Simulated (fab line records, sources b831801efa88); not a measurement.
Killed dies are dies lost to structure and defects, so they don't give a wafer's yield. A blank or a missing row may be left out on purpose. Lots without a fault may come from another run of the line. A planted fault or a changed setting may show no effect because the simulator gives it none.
Problem report in the 8D (eight disciplines) form, filled by code | flow gf180mcu | the parts of the form that need people (team, actions taken, sign-off) are left out

1. THE PROBLEM
CONTACT_CVD_00_THK at GF_CONTACT_THK_MEAS_01 reads a mean of 150.8 nm on 3 wafers of 2 lots; wafers without a fault read 299.1 nm with a standard deviation of 2.9. That is -51 standard deviations from the usual mean.
First seen on wafer L788.3, day 20 08:27, on film_metro-04. The record holds 42 wafers of 14 lots with a number at this step. Rule for "out", or "out of limits": more than 4 standard deviations from the usual mean. The other wafers with a number count as sound.

2. WHAT IT IS AND WHAT IT IS NOT
question                    | is                           | is not
which readings at this step | CONTACT_CVD_00_THK           | -
which lots                  | L788, L790                   | L774, L775, L776, L777, L778, L779, L782, L785, L786, L787, L789, L791
which wafers of those lots  | L788.3, L788.5, L790.1       | L788.1, L790.2, L790.6
read on which gauges        | film_metro-01, film_metro-04 | film_metro-03
when                        | from day 20 08:27            | up to then (31 sound wafers); but 8 sound wafers of L789, L790, L791 came after

3. SUSPECTS, AND WHAT RULES EACH OUT
Counting: a tool at a process step up to the reading stays a suspect if it ran every lot that is out. Sound lots after the first of them don't rule it out here, since some wafers of a struck lot are sound.
- the gauge at GF_CONTACT_THK_MEAS_01: ruled out. The wafers that are out were read on 2 gauges (film_metro-01, film_metro-04).
- hdpcvd-02 at GF_CONTACT_CVD_00 (deposits SiO2, target thk 300 nm, time 50 s): kept. It ran every lot that is out, first L788 (day 20 08:25); its last sound lot up to then is L786 (day 19 13:10). Its own readings are out on those wafers: sih4_flow_sccm.
- Within hdpcvd-02 at GF_CONTACT_CVD_00: the wafers that are out ran in chamber 0; their sound lot-mates ran in chambers 1, 2.
Left after counting: hdpcvd-02 at GF_CONTACT_CVD_00.

4. THE CAUSE (what the simulator had put in)
Process parameter drift: hdpcvd-02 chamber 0, from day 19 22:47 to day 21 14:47, at GF_CONTACT_CVD_00. Setting sih4_flow_sccm, moved by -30, from 60. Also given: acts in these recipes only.
Counting left only this tool.

5. THE CHAIN OF EFFECTS, in route order
Each row: a reading whose mean over the struck wafers that have a number lies more than 3 standard deviations from the usual. Only readings for which the record gives a usual standard deviation are gone through. hours: the time from each lot's start at the first step in this table that gives one to its start at this step, as a median over the lots. sigmas: the change in usual standard deviations.
hours | step                   | reading            | usual      | on struck wafers | change | sigmas
0     | GF_CONTACT_CVD_00      | sih4_flow_sccm     | 59.98 sccm | 30.24            | -29.74 | -99 or more
0     | GF_CONTACT_THK_MEAS_01 | CONTACT_CVD_00_THK | 299.1 nm   | 150.8            | -148.3 | -51
-     | GF_CONTACT_ETCH_17     | oes_product_au     | 0.814 a.u. | 0.740            | -0.074 | -15
The process steps in it:
- GF_CONTACT_CVD_00: deposits SiO2, target thk 300 nm, time 50 s.
- GF_CONTACT_ETCH_17: etches SiO2 in C4F8/O2/Ar, stops on CoSi2, target depth 860 nm.

6. WHAT WOULD HAVE CAUGHT IT SOONER
In this record the first reading out of limits at a measuring or inspecting step was taken at day 20 08:27, 10 hours after the fault began at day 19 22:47.
The tool's own readings at GF_CONTACT_CVD_00 were out on every struck wafer that the step has a row for (sih4_flow_sccm): an alarm limit on them would have fired on the first of those.
Of the lots that are out (2), L790 began GF_CONTACT_CVD_00 on hdpcvd-02 after day 20 08:27. A hold on the tool at that time would have spared it.
